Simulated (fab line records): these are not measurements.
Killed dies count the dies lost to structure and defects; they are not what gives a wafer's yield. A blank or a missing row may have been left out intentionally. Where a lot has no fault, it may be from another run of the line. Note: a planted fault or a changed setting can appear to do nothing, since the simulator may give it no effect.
Problem report in the 8D (eight disciplines) form, filled by code + flow sky130 + the parts of the form that need people (team, actions taken, sign-off) are left out

1. THE ISSUE
Mean of developerTempC at SKY_LOCAL_INTERCONNECT_DEVELOP_10: 23.21 C across 6 wafers in 2 lots; on wafers with no fault it is 21.01 C (standard deviation 0.11). That puts it +20 standard deviations away from the usual mean.
The step: develop time 60 s.
First observed at day 34 18:00: wafer L420.1, on lithoTrack-04. The record holds 39 wafers of 13 lots with a number at this step. By rule, "out" or "out of limits" means more than 4 standard deviations away from the usual mean. The other wafers with a number count as sound.

2. WHAT IT IS, AND WHAT IT ISN'T
| question                    | is                     | is not                                                                                       |
|-----------------------------|------------------------|----------------------------------------------------------------------------------------------|
| which readings at this step | developerTempC         | -                                                                                            |
| which lots                  | L420, L422             | L408, L411, L414, L415, L416, L418, L419, L424, L428, L429, L430                             |
| which wafers of those lots  | all that have a number | -                                                                                            |
| read on which tools         | lithoTrack-04          | lithoTrack-02, lithoTrack-03                                                                 |
| when                        | from day 34 18:00      | up to then (18 sound wafers); but 15 sound wafers of L419, L424, L428, L429, L430 came after |

3. WHAT RULES OUT EACH SUSPECT
Counting: any tool at a process step up to the reading is kept as a suspect provided that every lot that is out went through it and no sound lot did after the first of them.
- lithoTrack-04 at SKY_LOCAL_INTERCONNECT_DEVELOP_10 (develop time 60 s): kept. Every lot that is out went through it, starting with L420 (day 34 18:00), and after that it ran no sound lot; the last sound lot it ran before then is L418 (day 34 06:00). On those wafers its own readings are out: developerTempC.
The count leaves lithoTrack-04 at SKY_LOCAL_INTERCONNECT_DEVELOP_10.

4. THE CAUSE (what the simulator had put in)
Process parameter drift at SKY_LOCAL_INTERCONNECT_DEVELOP_10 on lithoTrack-04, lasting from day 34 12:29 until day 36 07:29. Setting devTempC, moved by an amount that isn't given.
Only this tool survived the counting.

5. SEQUENCE OF EFFECTS, ordered by route
Each row: a reading where the mean over the struck wafers with a number is more than 3 standard deviations away from the usual. Scope: only readings with a usual standard deviation given in the record; hours: median across lots of the time from each lot's start at the first step in this table that gives one to its start at this step; sigmas: change in usual standard deviations.
| hours | step                              | reading        | usual   | on struck wafers | change | sigmas |
|-------|-----------------------------------|----------------|---------|------------------|--------|--------|
| 0     | SKY_LOCAL_INTERCONNECT_DEVELOP_10 | developerTempC | 21.01 C | 23.21            | +2.20  | +20    |
Here are the process steps it includes:
- SKY_LOCAL_INTERCONNECT_DEVELOP_10: develop time 60 s.

6. WHAT WOULD HAVE CAUGHT IT SOONER
6 hours passed between the start of the fault at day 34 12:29 and the first reading out of limits in this record, taken at day 34 18:00.
